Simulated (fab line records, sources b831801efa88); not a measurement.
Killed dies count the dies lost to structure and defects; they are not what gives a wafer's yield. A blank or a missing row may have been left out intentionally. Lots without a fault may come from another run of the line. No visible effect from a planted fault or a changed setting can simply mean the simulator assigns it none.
Commonality check across tools :: flow sfq line :: 15 lots and 45 wafers in the sample

== WHY IT WAS OPENED ==
Of 15 lots, 3 have the reading M7_NB_RS flagged at SFQ_M7_RS_MEAS_943. No-fault wafers: 0.888 ohm/sq, standard deviation 0.0097.
Rule: a lot is flagged in two cases, either no wafer of it has a number, or all its wafers with numbers fall more than 4 standard deviations from that mean. The other lots count as sound.

lot: L243
measured: day 70 23:37
on: film metro-01
M7_NB_RS (ohm/sq), wafer by wafer: 0.904 0.901 0.905
flag: 

lot: L245
measured: day 71 07:00
on: film metro-02
M7_NB_RS (ohm/sq), wafer by wafer: 0.447 0.438 0.444
flag: FLAGGED

lot: L246
measured: day 71 10:19
on: film metro-04
M7_NB_RS (ohm/sq), wafer by wafer: 0.896 0.895 0.898
flag: 

lot: L248
measured: day 73 05:52
on: film metro-01
M7_NB_RS (ohm/sq), wafer by wafer: 0.884 0.879 0.887
flag: 

lot: L252
measured: day 74 01:14
on: film metro-04
M7_NB_RS (ohm/sq), wafer by wafer: 0.439 0.438 0.441
flag: FLAGGED

lot: L255
measured: day 75 01:28
on: film metro-02
M7_NB_RS (ohm/sq), wafer by wafer: 0.441 0.437 0.434
flag: FLAGGED

lot: L256
measured: day 75 03:36
on: film metro-02
M7_NB_RS (ohm/sq), wafer by wafer: 0.894 0.896 0.886
flag: 

lot: L258
measured: day 75 20:31
on: film metro-01
M7_NB_RS (ohm/sq), wafer by wafer: 0.869 0.873 0.866
flag: 

lot: L259
measured: day 76 01:22
on: film metro-04
M7_NB_RS (ohm/sq), wafer by wafer: 0.887 0.866 0.875
flag: 

lot: L260
measured: day 76 03:08
on: film metro-02
M7_NB_RS (ohm/sq), wafer by wafer: 0.870 0.885 0.891
flag: 

lot: L261
measured: day 76 09:47
on: film metro-01
M7_NB_RS (ohm/sq), wafer by wafer: 0.903 0.897 0.898
flag: 

lot: L262
measured: day 76 18:07
on: film metro-04
M7_NB_RS (ohm/sq), wafer by wafer: 0.895 0.898 0.898
flag: 

lot: L263
measured: day 76 19:20
on: film metro-01
M7_NB_RS (ohm/sq), wafer by wafer: 0.906 0.897 0.891
flag: 

lot: L264
measured: day 76 21:44
on: film metro-04
M7_NB_RS (ohm/sq), wafer by wafer: 0.878 0.884 0.894
flag: 

lot: L266
measured: day 78 08:23
on: film metro-04
M7_NB_RS (ohm/sq), wafer by wafer: 0.882 0.873 0.878
flag: 
The numbers of the flagged lots are 0.440 ohm/sq on average: -0.448 ohm/sq against the usual, or -46 standard deviations.

== EACH LOT AND THE TOOL IT RAN ON ==
The record holds 1 process step before the reading, out of a route of 325 steps. Read each cell as the tool, then ch plus the chambers that the sampled wafers visited, then the start.
lot: L243
flag: 
SFQ_TRILAYER_M7_DEP_SPUTTER_175: pvd sputter-05, day 70 23:31

lot: L245
flag: FLAGGED
SFQ_TRILAYER_M7_DEP_SPUTTER_175: pvd sputter-05, day 71 06:37

lot: L246
flag: 
SFQ_TRILAYER_M7_DEP_SPUTTER_175: pvd sputter-04, day 71 10:13

lot: L248
flag: 
SFQ_TRILAYER_M7_DEP_SPUTTER_175: pvd sputter-04, day 73 05:43

lot: L252
flag: FLAGGED
SFQ_TRILAYER_M7_DEP_SPUTTER_175: pvd sputter-04, day 74 00:52

lot: L255
flag: FLAGGED
SFQ_TRILAYER_M7_DEP_SPUTTER_175: pvd sputter-05, day 75 01:07

lot: L256
flag: 
SFQ_TRILAYER_M7_DEP_SPUTTER_175: pvd sputter-04, day 75 03:31

lot: L258
flag: 
SFQ_TRILAYER_M7_DEP_SPUTTER_175: pvd sputter-03, day 75 20:26

lot: L259
flag: 
SFQ_TRILAYER_M7_DEP_SPUTTER_175: pvd sputter-05, day 76 01:14

lot: L260
flag: 
SFQ_TRILAYER_M7_DEP_SPUTTER_175: pvd sputter-03, day 76 03:02

lot: L261
flag: 
SFQ_TRILAYER_M7_DEP_SPUTTER_175: pvd sputter-03, day 76 09:38

lot: L262
flag: 
SFQ_TRILAYER_M7_DEP_SPUTTER_175: pvd sputter-04, day 76 18:02

lot: L263
flag: 
SFQ_TRILAYER_M7_DEP_SPUTTER_175: pvd sputter-05, day 76 19:14

lot: L264
flag: 
SFQ_TRILAYER_M7_DEP_SPUTTER_175: pvd sputter-03, day 76 21:39

lot: L266
flag: 
SFQ_TRILAYER_M7_DEP_SPUTTER_175: pvd sputter-04, day 78 08:17
These steps, and what they do:
- SFQ_TRILAYER_M7_DEP_SPUTTER_175: material Nb, target thk 200 nm, time 133.3 s.
- SFQ_M7_RS_MEAS_943: measures by four-point-probe.

== FLAGGED OVER TOTAL, TOOL BY TOOL (the gauges that took the reading come last) ==
step: SFQ_TRILAYER_M7_DEP_SPUTTER_175
tool: pvd sputter-03
lots run: 4
flagged: 0
share of the flagged lots: none
sound lots run after its first flagged lot: -

step: SFQ_TRILAYER_M7_DEP_SPUTTER_175
tool: pvd sputter-04
lots run: 6
flagged: 1
share of the flagged lots: some
sound lots run after its first flagged lot: 3 (L256,L262,L266)

step: SFQ_TRILAYER_M7_DEP_SPUTTER_175
tool: pvd sputter-05
lots run: 5
flagged: 2
share of the flagged lots: some
sound lots run after its first flagged lot: 2 (L259,L263)

step: SFQ_M7_RS_MEAS_943
tool: film metro-01
lots run: 5
flagged: 0
share of the flagged lots: none
sound lots run after its first flagged lot: -

step: SFQ_M7_RS_MEAS_943
tool: film metro-02
lots run: 4
flagged: 2
share of the flagged lots: some
sound lots run after its first flagged lot: 2 (L256,L260)

step: SFQ_M7_RS_MEAS_943
tool: film metro-04
lots run: 6
flagged: 1
share of the flagged lots: some
sound lots run after its first flagged lot: 4 (L259,L262,L264,L266)

== WHAT THE TABLE PERMITS ==
No row of the table ran every flagged lot.

== WHAT THE SIMULATOR HAD PUT IN ==
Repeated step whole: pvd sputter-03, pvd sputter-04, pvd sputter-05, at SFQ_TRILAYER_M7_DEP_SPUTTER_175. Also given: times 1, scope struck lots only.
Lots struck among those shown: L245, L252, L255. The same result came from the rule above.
